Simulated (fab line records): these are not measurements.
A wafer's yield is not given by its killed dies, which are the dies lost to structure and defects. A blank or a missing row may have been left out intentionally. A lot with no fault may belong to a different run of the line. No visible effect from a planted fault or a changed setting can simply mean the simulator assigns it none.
What tool caused it?	flow sky130	Sampling: 13 lots, 38 wafers, 3 of 708 route steps

== WHAT THE GAUGES READ, wafer by wafer ==
SKY_SPACER_THK_MEAS_01.
lot	measured	on	SPACER_CVD_00_THK (nm)
L690	day 23 19:24	film-metro-03	43.2 43.0 42.6
L691	day 24 10:24	film-metro-01	43.7 43.8 43.8
L694	day 25 08:26	film-metro-04	43.5 43.2 43.5
L696	day 26 01:05	film-metro-04	43.2 43.2 43.6
L697	day 26 09:05	film-metro-03	42.7 43.2 42.8
L698	day 27 05:01	film-metro-04	43.3 42.9
L699	day 27 11:00	film-metro-03	42.9 43.3 43.0
L701	day 28 08:55	film-metro-04	42.5 42.8 42.9
L707	day 30 11:52	film-metro-04	43.0 43.0 43.1
L709	day 30 22:42	film-metro-01	43.3 43.3 43.5
L710	day 31 00:38	film-metro-03	42.8 43.1 43.2
L712	day 31 10:35	film-metro-04	44.1 43.7 44.0
L713	day 31 19:32	film-metro-03	43.3 43.3 43.8

SKY_RES_XHIGH_TW_MEAS_09.
lot	measured	on	RES_XHIGH_TW
L690	day 27 18:01	film-metro-02	1635 1644 1650
L691	day 28 08:24	film-metro-03	1637 1632 1638
L694	day 29 04:13	film-metro-01	1637 1643 1648
L696	day 29 21:34	film-metro-03	1638 1629 1634
L697	day 30 05:14	film-metro-02	1645 1651 1643
L698	day 31 00:44	film-metro-02	1646 1651
L699	day 31 06:37	film-metro-03	1631 1641 1637
L701	day 32 04:44	film-metro-02	1652 1655 1650
L707	day 34 06:12	film-metro-01	1628 1625 1621
L709	day 34 15:58	film-metro-02	1644 1656 1651
L710	day 34 17:20	film-metro-03	1629 1633 1633
L712	day 35 02:11	film-metro-03	1635 1650 1627
L713	day 35 08:46	film-metro-01	1636 1623 1619

== EACH LOT AND THE TOOL THAT RAN IT (in order: tool; ch and the chambers of the sampled wafers; start) ==
lot	SKY_POLY_CUT_STRIP_12
L690	plasma-asher-01 ch 0,1, day 25 03:05
L691	plasma-asher-01 ch 0,1, day 25 17:34
L694	plasma-asher-03 ch 0,1, day 26 14:27
L696	plasma-asher-03 ch 0,1, day 27 07:47
L697	plasma-asher-02 ch 0,1, day 27 17:08
L698	plasma-asher-02 ch 0,1, day 28 12:11
L699	plasma-asher-02 ch 0,1, day 28 17:52
L701	plasma-asher-03 ch 0,1, day 29 15:17
L707	plasma-asher-01 ch 0,1, day 31 18:40
L709	plasma-asher-01 ch 0,1, day 32 05:37
L710	plasma-asher-01 ch 0,1, day 32 07:47
L712	plasma-asher-01 ch 0,1, day 32 18:24
L713	plasma-asher-01 ch 0,1, day 33 02:43
- SKY_POLY_CUT_STRIP_12: strips in O2/N2.

== WHAT THE TOOLS THEMSELVES READ (means of the sampled wafers that have a number; where no wafer has one, the mark that the record gives instead) ==
SKY_POLY_CUT_STRIP_12.
lot	tool	drypump-motor-current-A (A)	n2-flow-sccm (sccm)	o2-flow-sccm (sccm)	oes-product-au (a.u.)	strip-time-to-endpoint-s (s)
L690	plasma-asher-01	5.7	301.2	2995	0.456	5.390
L691	plasma-asher-01	5.9	300.5	2987	0.448	5.360
L694	plasma-asher-03	5.8	299.9	2999	0.451	5.338
L696	plasma-asher-03	6.1	300.4	3003	0.451	5.363
L697	plasma-asher-02	5.7	298.3	2988	0.451	5.342
L698	plasma-asher-02	5.5	300.7	3006	0.456	5.369
L699	plasma-asher-02	5.2	298.5	2997	0.452	5.363
L701	plasma-asher-03	5.8	300.8	3005	0.446	5.367
L707	plasma-asher-01	5.7	300.8	3001	0.452	5.362
L709	plasma-asher-01	5.7	300.9	3001	0.455	5.345
L710	plasma-asher-01	5.9	299.3	3004	0.454	5.332
L712	plasma-asher-01	5.9	299.8	3009	0.453	5.345
L713	plasma-asher-01	5.7	299.8	3006	0.446	5.331

== THE ANSWER, worked out from the rows above alone ==
Rule: the usual values come from the lots themselves. Put in order of their means at a reading, lots are off if they are a third of the lots or fewer, leave a main group of 4 or more, and stand apart from it by a gap of 3 or more times the standard deviation of the main group's means; of several such gaps the widest counts. If all means in a main group match to the digits the tables above print for the reading, that group is not used. A lot without any number at a reading at which 4 lots or more have one is off too. All remaining lots with rows at the step are treated as sound. After the gauges, taken in route order, come the tools' own readings; for these a lot's mean is taken, as printed above. At the first step where some lot is off, the reading lying furthest off is the one used; lots without a number count as furthest.
Across all readings shown, no lot is off: no conclusion can be drawn from this.

== WHAT THE SIMULATOR PUT IN ==
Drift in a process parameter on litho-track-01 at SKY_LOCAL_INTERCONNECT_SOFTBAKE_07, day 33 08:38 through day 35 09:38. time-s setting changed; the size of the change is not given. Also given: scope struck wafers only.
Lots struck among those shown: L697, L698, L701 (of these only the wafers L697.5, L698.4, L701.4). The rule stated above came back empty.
